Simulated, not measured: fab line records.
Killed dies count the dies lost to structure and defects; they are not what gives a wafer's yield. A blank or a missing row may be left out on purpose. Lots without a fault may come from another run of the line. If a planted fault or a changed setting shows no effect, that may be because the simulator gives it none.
Problem report, 8D (eight disciplines) form, completed by code	flow gf180mcu	the parts of the form that need people (team, actions taken, sign-off) are left out

1. WHAT IS WRONG
Wafers without a fault read 2.001 Pa, standard deviation 0.0038; chamber-pressure-pa at GF_M4_SPUTTER_00 reads a mean of 2.101 Pa on 3 wafers belonging to 2 lots. That puts it +26 standard deviations away from the usual mean.
The step: material Ti, target thk 37.5 nm, time 150 s.
Earliest sighting: wafer L677.4 on pvd-sputter-01 at day 29 02:35. Wafers with a number at this step in the record: 18, from 6 lots. By rule, "out" or "out of limits" means more than 4 standard deviations away from the usual mean. The other wafers with a number count as sound.

2. WHAT IT IS, WHAT IT ISN'T
question	is	is not
which readings at this step	chamber-pressure-pa	throttle-valve-pct
which lots	L677, L679	L662, L664, L666, L668
which wafers of those lots	L677.4, L679.1, L679.6	L677.5, L677.6, L679.3
read on which tools	pvd-sputter-01	-
when	from day 29 02:35	up to then (14 sound wafers); but 1 sound wafer of L679 came after

3. SUSPECTS, AND WHAT RULES EACH OUT
Counting: any tool at a process step up to the reading remains a suspect provided it ran every lot that is out. Sound lots after the first of them don't rule it out here, since some wafers of a struck lot are sound.
- pvd-sputter-01 at GF_M4_SPUTTER_00 (material Ti, target thk 37.5 nm, time 150 s): kept. It processed each lot that is out (first: L677, day 29 02:35); up to then, its last sound lot is L668 (day 26 19:02). On those wafers its own readings are out: chamber-pressure-pa.
After counting, what remains is pvd-sputter-01 at GF_M4_SPUTTER_00.

4. THE CAUSE (what the simulator had put in)
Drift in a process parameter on pvd-sputter-01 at GF_M4_SPUTTER_00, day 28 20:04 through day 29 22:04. The setting chamber-pressure-pa was moved by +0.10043, starting from 2. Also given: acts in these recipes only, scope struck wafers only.
Counting left only this tool.

5. SEQUENCE OF EFFECTS, ordered by route
Each row: a reading where the mean over the struck wafers with a number is more than 3 standard deviations away from the usual. Scope: only readings with a usual standard deviation given in the record; hours: median across lots of the time from each lot's start at the first step in this table that gives one to its start at this step; sigmas: change in usual standard deviations.
hours	step	reading	usual	on struck wafers	change	sigmas
0	GF_M4_SPUTTER_00	chamber-pressure-pa	2.001 Pa	2.101	+0.100	+26
Its process steps:
- GF_M4_SPUTTER_00: material Ti, target thk 37.5 nm, time 150 s.

6. WHAT WOULD HAVE CAUGHT IT SOONER
In this record the first reading out of limits was taken at day 29 02:35, 7 hours after the fault began at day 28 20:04.
